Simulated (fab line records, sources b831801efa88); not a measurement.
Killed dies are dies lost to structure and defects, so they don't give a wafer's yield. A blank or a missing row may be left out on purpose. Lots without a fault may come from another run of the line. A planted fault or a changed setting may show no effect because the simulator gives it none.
Which tool did it? | flow sky130 | 14 lots, 42 wafers sampled, at 4 steps of a route of 708

WHAT THE GAUGES READ, wafer by wafer
SKY_PWDE_OVL_MEAS_07.
lot  | measured    | on         | PWDE_OVL (nm)
L839 | day 4 05:47 | overlay-02 | -1.0 -1.5 -0.9
L840 | day 4 10:39 | overlay-01 | 0.5 1.2 -0.8
L841 | day 4 13:02 | overlay-02 | 2.6 0.8 1.2
L842 | day 4 17:33 | overlay-01 | -2.1 -1.1 0.0
L844 | day 5 07:45 | overlay-01 | 1.6 1.0 1.8
L845 | day 5 12:29 | overlay-02 | 0.4 -2.6 -0.8
L848 | day 6 02:15 | overlay-01 | 1.4 0.7 0.6
L849 | day 6 10:35 | overlay-01 | 1.5 2.5 0.8
L850 | day 6 17:04 | overlay-02 | -0.6 -2.0 -0.5
L852 | day 7 03:54 | overlay-02 | 0.9 3.1 2.5
L853 | day 7 14:31 | overlay-02 | 1.1 -0.6 -1.1
L855 | day 7 20:53 | overlay-01 | 3.1 0.6 2.3
L856 | day 8 00:34 | overlay-02 | -0.7 1.5 -0.4
L858 | day 8 12:35 | overlay-02 | -0.7 -1.5 -1.6

SKY_PWDE_TW_MEAS_10.
lot  | measured    | on            | PWDE_TW
L839 | day 4 06:05 | film_metro-01 | 374 372 372
L840 | day 4 10:56 | film_metro-03 | 370 371 370
L841 | day 4 13:20 | film_metro-01 | 371 374 373
L842 | day 4 17:50 | film_metro-04 | 377 377 377
L844 | day 5 08:02 | film_metro-01 | 374 374 374
L845 | day 5 12:46 | film_metro-03 | 371 369 370
L848 | day 6 02:36 | film_metro-04 | 378 377 379
L849 | day 6 10:53 | film_metro-04 | 381 379 379
L850 | day 6 17:21 | film_metro-01 | 374 376 375
L852 | day 7 04:11 | film_metro-04 | 377 379 377
L853 | day 7 14:49 | film_metro-01 | 373 372 370
L855 | day 7 21:11 | film_metro-04 | 378 378 379
L856 | day 8 00:52 | film_metro-03 | 370 371 371
L858 | day 8 12:53 | film_metro-01 | 370 370 373

SKY_LDD_P_OVL_MEAS_08.
lot  | measured     | on         | LDD_P_OVL (nm)
L839 | day 19 12:46 | overlay-02 | 0.1 -0.6 0.5
L840 | day 20 01:40 | overlay-01 | 0.9 0.1 1.2
L841 | day 20 06:59 | overlay-02 | -0.5 -1.9 -1.6
L842 | day 20 13:36 | overlay-01 | 1.7 2.3 2.7
L844 | day 21 16:40 | overlay-01 | -0.2 -0.3 0.9
L845 | day 22 04:25 | overlay-01 | 0.9 0.2 0.7
L848 | day 22 19:00 | overlay-01 | 0.3 1.2 -0.3
L849 | day 23 05:07 | overlay-02 | 0.5 -1.7 -0.8
L850 | day 23 14:07 | overlay-01 | -0.5 1.1 1.0
L852 | day 24 10:28 | overlay-01 | 0.9 0.6 2.1
L853 | day 24 23:46 | overlay-02 | -1.3 -2.1 0.4
L855 | day 25 10:15 | overlay-02 | 0.9 -0.8 0.6
L856 | day 25 15:28 | overlay-01 | 1.0 2.3 0.7
L858 | day 26 07:09 | overlay-01 | -1.4 1.1 -0.4

WHICH TOOL RAN EACH LOT (tool, then ch and the chambers of the sampled wafers, then the start)
lot  | SKY_GATE_OXIDE_OXIDATION_16
L839 | furnace-02 ch 0, day 14 09:52
L840 | furnace-02 ch 0, day 14 20:58
L841 | furnace-02 ch 0, day 15 02:02
L842 | furnace-02 ch 0, day 15 05:05
L844 | furnace-02 ch 0, day 16 06:10
L845 | furnace-01 ch 0, day 16 16:52
L848 | furnace-01 ch 0, day 17 08:09
L849 | furnace-01 ch 0, day 17 18:56
L850 | furnace-01 ch 0, day 18 04:15
L852 | furnace-02 ch 0, day 18 22:01
L853 | furnace-02 ch 0, day 19 13:20
L855 | furnace-02 ch 0, day 20 00:03
L856 | furnace-02 ch 0, day 20 05:32
L858 | furnace-02 ch 0, day 20 23:20
- SKY_GATE_OXIDE_OXIDATION_16: stabilise 600 s, purge 300 s, target thk 3.57 nm.

WHAT THE TOOLS THEMSELVES READ (means of the sampled wafers that have a number; where no wafer has one, the mark that the record gives instead)
SKY_GATE_OXIDE_OXIDATION_16.
lot  | tool       | spike_tc_bottom_C (C) | spike_tc_centre_C (C) | spike_tc_lower_C (C) | spike_tc_top_C (C) | spike_tc_upper_C (C) | tube_center_temp_C (C) | tube_center_temp_C_max | zone_power_upper_pct (%)
L839 | furnace-02 | 818.7                 | 801.7                 | 800.8                | 814.5              | 801.2                | 800                    | 802.3                  | 15.20
L840 | furnace-02 | 820.2                 | 801.6                 | 800.2                | 813.9              | 801.8                | 800                    | 801.9                  | 14.96
L841 | furnace-02 | 818.7                 | 798.9                 | 801.2                | 814.2              | 801.0                | 800                    | 802.0                  | 15.01
L842 | furnace-02 | 819.6                 | 801.9                 | 800.9                | 815.1              | 801.6                | 800                    | 802.2                  | 15.09
L844 | furnace-02 | 820.1                 | 801.0                 | 800.8                | 813.2              | 802.2                | 800                    | 801.7                  | 15.16
L845 | furnace-01 | 817.9                 | 800.8                 | 800.4                | 817.8              | 800.5                | 800                    | 802.0                  | 15.62
L848 | furnace-01 | 817.0                 | 800.7                 | 800.5                | 818.5              | 802.9                | 800                    | 801.9                  | 15.55
L849 | furnace-01 | 817.0                 | 801.2                 | 801.3                | 816.4              | 802.2                | 800                    | 802.1                  | 15.55
L850 | furnace-01 | 817.5                 | 800.9                 | 801.3                | 816.5              | 802.4                | 800                    | 802.0                  | 15.51
L852 | furnace-02 | 820.0                 | 801.9                 | 800.9                | 814.5              | 802.0                | 800                    | 802.2                  | 14.98
L853 | furnace-02 | 819.1                 | 799.7                 | 801.6                | 814.1              | 801.1                | 800                    | 802.1                  | 15.03
L855 | furnace-02 | 819.7                 | 800.8                 | 801.2                | 814.6              | 802.0                | 800                    | 802.0                  | 15.07
L856 | furnace-02 | 803.5                 | 784.8                 | 784.5                | 798.0              | 785.3                | 783                    | 785.3                  | 14.31
L858 | furnace-02 | 803.6                 | 783.2                 | 783.4                | 798.2              | 784.5                | 783                    | 785.4                  | 14.40

THE ANSWER, worked out from the rows above alone
Rule: what is usual is taken from the lots themselves. Put in order of their means at a reading, lots are off if they are a third of the lots or fewer, leave a main group of 4 or more, and stand apart from it by a gap of 3 or more times the standard deviation of the main group's means; of several such gaps the widest counts. A main group whose means are all the same, to the digits that the tables above print for the reading, isn't used. A lot without any number at a reading at which 4 lots or more have one is off too. The other lots that the step has rows for count as sound. The gauges are gone through in route order, then the tools' own readings, and for those a lot's mean is taken as printed above. The first step at which some lot is off is used, and at that step the reading that is off furthest; a lot without a number counts as furthest.
Off: L856, L858, at SKY_GATE_OXIDE_OXIDATION_16 (tube_center_temp_C_max). The main group: mean 802.0, standard deviation 0.15.
A tool fits if, at that step or a process step before it, it ran every lot that is off, and no sound lot after the first of them. One fits: furnace-02 at SKY_GATE_OXIDE_OXIDATION_16. Its last sound lot is L855 (day 20 00:03), its first lot that is off L856 (day 20 05:32): a fault that began between those two fits.
The tool's own readings at SKY_GATE_OXIDE_OXIDATION_16 bear it out: on the lots that are off they differ by more than 5 times the standard deviation of the sound lots' means. spike_tc_bottom_C reads 803.5 C there against 818.8 C on the sound lots; spike_tc_centre_C reads 784.0 C there against 800.9 C on the sound lots; spike_tc_lower_C reads 784.0 C there against 800.9 C on the sound lots; spike_tc_top_C reads 798.1 C there against 815.3 C on the sound lots; spike_tc_upper_C reads 784.9 C there against 801.7 C on the sound lots; tube_center_temp_C reads 783 C there against 800 C on the sound lots; tube_center_temp_C_max reads 785.3 there against 802.0 on the sound lots.

WHAT THE SIMULATOR HAD PUT IN
Process parameter drift: furnace-02, from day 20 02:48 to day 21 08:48, at SKY_GATE_OXIDE_OXIDATION_16. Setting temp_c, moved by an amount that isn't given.
Lots struck among those shown: L856, L858. The rule above found the same.
